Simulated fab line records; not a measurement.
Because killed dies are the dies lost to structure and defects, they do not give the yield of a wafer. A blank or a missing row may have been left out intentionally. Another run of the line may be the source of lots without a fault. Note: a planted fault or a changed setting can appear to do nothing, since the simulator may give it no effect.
What tool caused it? / flow sfq line / Sampling: 16 lots, 48 wafers, 3 of 325 route steps

## WHAT EACH GAUGE READ, for each wafer
SFQ_M2_RS_MEAS_914: the measuring method here is four-point-probe.
lot=L999; measured=day 23 12:47; on=film metro-03; M2_NB_RS (ohm/sq)=0.897 0.886 0.892
lot=L100; measured=day 23 13:50; on=film metro-03; M2_NB_RS (ohm/sq)=0.890 0.872 0.882
lot=L101; measured=day 23 16:15; on=film metro-03; M2_NB_RS (ohm/sq)=0.888 0.887 0.885
lot=L102; measured=day 24 05:51; on=film metro-01; M2_NB_RS (ohm/sq)=0.912 0.894 0.895
lot=L103; measured=day 26 00:37; on=film metro-03; M2_NB_RS (ohm/sq)=0.890 0.894 0.899
lot=L104; measured=day 26 01:51; on=film metro-02; M2_NB_RS (ohm/sq)=0.889 0.879 0.886
lot=L105; measured=day 26 03:01; on=film metro-03; M2_NB_RS (ohm/sq)=0.894 0.891 0.900
lot=L107; measured=day 26 15:25; on=film metro-01; M2_NB_RS (ohm/sq)=0.885 0.898 0.878
lot=L108; measured=day 27 10:13; on=film metro-02; M2_NB_RS (ohm/sq)=0.881 0.882 0.888
lot=L110; measured=day 28 14:51; on=film metro-03; M2_NB_RS (ohm/sq)=0.884 0.883 0.881
lot=L111; measured=day 28 22:41; on=film metro-02; M2_NB_RS (ohm/sq)=0.876 0.881 0.872
lot=L112; measured=day 29 01:05; on=film metro-02; M2_NB_RS (ohm/sq)=0.902 0.890 0.897
lot=L113; measured=day 29 02:19; on=film metro-03; M2_NB_RS (ohm/sq)=0.892 0.905 0.894
lot=L114; measured=day 29 03:29; on=film metro-03; M2_NB_RS (ohm/sq)=0.893 0.883 0.883
lot=L119; measured=day 29 13:46; on=film metro-03; M2_NB_RS (ohm/sq)=0.881 0.910 0.900
lot=L122; measured=day 36 09:04; on=film metro-03; M2_NB_RS (ohm/sq)=0.887 0.882 0.875

## EACH LOT AND THE TOOL THAT RAN IT (in order: tool; ch and the chambers of the sampled wafers; start)
lot=L999; SFQ_TRILAYER_I0_DEP_PECVD_027=pecvd-04 ch 0,1, day 10 17:25; SFQ_TRILAYER_I0_VIA_STRIP_STRIP_035=rie metal-03 ch 0,1, day 16 01:27
lot=L100; SFQ_TRILAYER_I0_DEP_PECVD_027=pecvd-04 ch 0,1,2, day 11 01:49; SFQ_TRILAYER_I0_VIA_STRIP_STRIP_035=rie metal-01 ch 0,1, day 16 09:51
lot=L101; SFQ_TRILAYER_I0_DEP_PECVD_027=pecvd-04 ch 1,2, day 11 11:26; SFQ_TRILAYER_I0_VIA_STRIP_STRIP_035=rie metal-01 ch 0,1, day 16 20:51
lot=L102; SFQ_TRILAYER_I0_DEP_PECVD_027=pecvd-01 ch 0,1, day 12 04:26; SFQ_TRILAYER_I0_VIA_STRIP_STRIP_035=rie metal-03 ch 0,1, day 17 11:10
lot=L103; SFQ_TRILAYER_I0_DEP_PECVD_027=pecvd-03 ch 0,2, day 12 17:32; SFQ_TRILAYER_I0_VIA_STRIP_STRIP_035=rie metal-01 ch 0,1, day 18 06:22
lot=L104; SFQ_TRILAYER_I0_DEP_PECVD_027=pecvd-03 ch 0,1,2, day 13 05:35; SFQ_TRILAYER_I0_VIA_STRIP_STRIP_035=rie metal-01 ch 0,1, day 18 19:46
lot=L105; SFQ_TRILAYER_I0_DEP_PECVD_027=pecvd-03 ch 0,1,2, day 13 11:32; SFQ_TRILAYER_I0_VIA_STRIP_STRIP_035=rie metal-02 ch 0,1, day 19 00:22
lot=L107; SFQ_TRILAYER_I0_DEP_PECVD_027=pecvd-04 ch 1,2, day 14 03:08; SFQ_TRILAYER_I0_VIA_STRIP_STRIP_035=rie metal-02 ch 0,1, day 19 18:22
lot=L108; SFQ_TRILAYER_I0_DEP_PECVD_027=pecvd-03 ch 0,1, day 14 16:03; SFQ_TRILAYER_I0_VIA_STRIP_STRIP_035=rie metal-02 ch 1, day 20 13:34
lot=L110; SFQ_TRILAYER_I0_DEP_PECVD_027=pecvd-01 ch 0,1,2, day 15 10:32; SFQ_TRILAYER_I0_VIA_STRIP_STRIP_035=rie metal-01 ch 0,1, day 22 02:05
lot=L111; SFQ_TRILAYER_I0_DEP_PECVD_027=pecvd-04 ch 0,1, day 15 13:43; SFQ_TRILAYER_I0_VIA_STRIP_STRIP_035=rie metal-03 ch 0,1, day 22 06:41
lot=L112; SFQ_TRILAYER_I0_DEP_PECVD_027=pecvd-04 ch 0,1, day 15 19:13; SFQ_TRILAYER_I0_VIA_STRIP_STRIP_035=rie metal-01 ch 0,1, day 22 07:53
lot=L113; SFQ_TRILAYER_I0_DEP_PECVD_027=pecvd-01 ch 0,2, day 16 03:28; SFQ_TRILAYER_I0_VIA_STRIP_STRIP_035=rie metal-03 ch 0,1, day 22 09:05
lot=L114; SFQ_TRILAYER_I0_DEP_PECVD_027=pecvd-04 ch 0,1,2, day 16 12:38; SFQ_TRILAYER_I0_VIA_STRIP_STRIP_035=rie metal-01 ch 0,1, day 22 10:17
lot=L119; SFQ_TRILAYER_I0_DEP_PECVD_027=pecvd-03 ch 1,2, day 18 09:35; SFQ_TRILAYER_I0_VIA_STRIP_STRIP_035=rie metal-01 ch 0,1, day 22 16:17
lot=L122; SFQ_TRILAYER_I0_DEP_PECVD_027=pecvd-04 ch 0,2, day 19 14:23; SFQ_TRILAYER_I0_VIA_STRIP_STRIP_035=rie metal-01 ch 0,1, day 22 19:53
- SFQ_TRILAYER_I0_DEP_PECVD_027: deposits SiO2 from SiH4/N2O, time 111.11 s, target thk 500 nm.
- SFQ_TRILAYER_I0_VIA_STRIP_STRIP_035: strips in O2.

## WHAT THE TOOLS THEMSELVES READ (means of the sampled wafers that have a number; where no wafer has one, the mark that the record gives instead)
SFQ_TRILAYER_I0_DEP_PECVD_027.
lot=L999; tool=pecvd-04; heater power outer w (W)=36; heater power w (W)=78; susceptor temp C (C)=149.98; throttle valve pct (%)=23.8
lot=L100; tool=pecvd-04; heater power outer w (W)=37; heater power w (W)=88; susceptor temp C (C)=150.10; throttle valve pct (%)=24.1
lot=L101; tool=pecvd-04; heater power outer w (W)=37; heater power w (W)=95; susceptor temp C (C)=149.94; throttle valve pct (%)=24.2
lot=L102; tool=pecvd-01; heater power outer w (W)=29; heater power w (W)=81; susceptor temp C (C)=150.09; throttle valve pct (%)=24.4
lot=L103; tool=pecvd-03; heater power outer w (W)=33; heater power w (W)=87; susceptor temp C (C)=150.13; throttle valve pct (%)=24.1
lot=L104; tool=pecvd-03; heater power outer w (W)=33; heater power w (W)=89; susceptor temp C (C)=150.02; throttle valve pct (%)=23.8
lot=L105; tool=pecvd-03; heater power outer w (W)=32; heater power w (W)=88; susceptor temp C (C)=150.11; throttle valve pct (%)=23.8
lot=L107; tool=pecvd-04; heater power outer w (W)=37; heater power w (W)=95; susceptor temp C (C)=149.88; throttle valve pct (%)=24.5
lot=L108; tool=pecvd-03; heater power outer w (W)=25; heater power w (W)=74; susceptor temp C (C)=150.01; throttle valve pct (%)=23.9
lot=L110; tool=pecvd-01; heater power outer w (W)=24; heater power w (W)=74; susceptor temp C (C)=150.05; throttle valve pct (%)=24.1
lot=L111; tool=pecvd-04; heater power outer w (W)=30; heater power w (W)=73; susceptor temp C (C)=149.95; throttle valve pct (%)=24.6
lot=L112; tool=pecvd-04; heater power outer w (W)=29; heater power w (W)=73; susceptor temp C (C)=149.82; throttle valve pct (%)=24.7
lot=L113; tool=pecvd-01; heater power outer w (W)=20; heater power w (W)=69; susceptor temp C (C)=149.95; throttle valve pct (%)=25.2
lot=L114; tool=pecvd-04; heater power outer w (W)=37; heater power w (W)=86; susceptor temp C (C)=150.11; throttle valve pct (%)=24.4
lot=L119; tool=pecvd-03; heater power outer w (W)=34; heater power w (W)=94; susceptor temp C (C)=150.03; throttle valve pct (%)=23.8
lot=L122; tool=pecvd-04; heater power outer w (W)=40; heater power w (W)=87; susceptor temp C (C)=150.03; throttle valve pct (%)=24.1

SFQ_TRILAYER_I0_VIA_STRIP_STRIP_035.
lot=L999; tool=rie metal-03; drypump motor current A (A)=5.7; oes product au (a.u.)=0.993
lot=L100; tool=rie metal-01; drypump motor current A (A)=6.0; oes product au (a.u.)=0.995
lot=L101; tool=rie metal-01; drypump motor current A (A)=6.0; oes product au (a.u.)=0.985
lot=L102; tool=rie metal-03; drypump motor current A (A)=5.7; oes product au (a.u.)=0.993
lot=L103; tool=rie metal-01; drypump motor current A (A)=6.0; oes product au (a.u.)=0.991
lot=L104; tool=rie metal-01; drypump motor current A (A)=6.1; oes product au (a.u.)=0.998
lot=L105; tool=rie metal-02; drypump motor current A (A)=5.9; oes product au (a.u.)=1.005
lot=L107; tool=rie metal-02; drypump motor current A (A)=5.9; oes product au (a.u.)=1.001
lot=L108; tool=rie metal-02; drypump motor current A (A)=5.4; oes product au (a.u.)=1.009
lot=L110; tool=rie metal-01; drypump motor current A (A)=6.1; oes product au (a.u.)=0.998
lot=L111; tool=rie metal-03; drypump motor current A (A)=5.4; oes product au (a.u.)=1.003
lot=L112; tool=rie metal-01; drypump motor current A (A)=6.1; oes product au (a.u.)=1.006
lot=L113; tool=rie metal-03; drypump motor current A (A)=5.6; oes product au (a.u.)=1.001
lot=L114; tool=rie metal-01; drypump motor current A (A)=6.1; oes product au (a.u.)=0.987
lot=L119; tool=rie metal-01; drypump motor current A (A)=6.1; oes product au (a.u.)=1.002
lot=L122; tool=rie metal-01; drypump motor current A (A)=6.0; oes product au (a.u.)=0.992

## THE ANSWER, worked out from the rows above alone
Rule: the lots themselves supply what counts as usual. Put in order of their means at a reading, lots are off if they are a third of the lots or fewer, leave a main group of 4 or more, and stand apart from it by a gap of 3 or more times the standard deviation of the main group's means; of several such gaps the widest counts. A main group is skipped when, at the precision printed for the reading in the tables above, its means are all equal. Also off: a lot with no number at a reading for which 4 or more lots have one. The other lots that the step has rows for count as sound. First the gauges in route order, then the tools' own readings, where a lot's mean is used as printed above. At the first step where some lot is off, the reading lying furthest off is the one used; lots without a number count as furthest.
None of the lots is off at any reading shown; this tells nothing.

## WHAT WAS PUT IN BY THE SIMULATOR
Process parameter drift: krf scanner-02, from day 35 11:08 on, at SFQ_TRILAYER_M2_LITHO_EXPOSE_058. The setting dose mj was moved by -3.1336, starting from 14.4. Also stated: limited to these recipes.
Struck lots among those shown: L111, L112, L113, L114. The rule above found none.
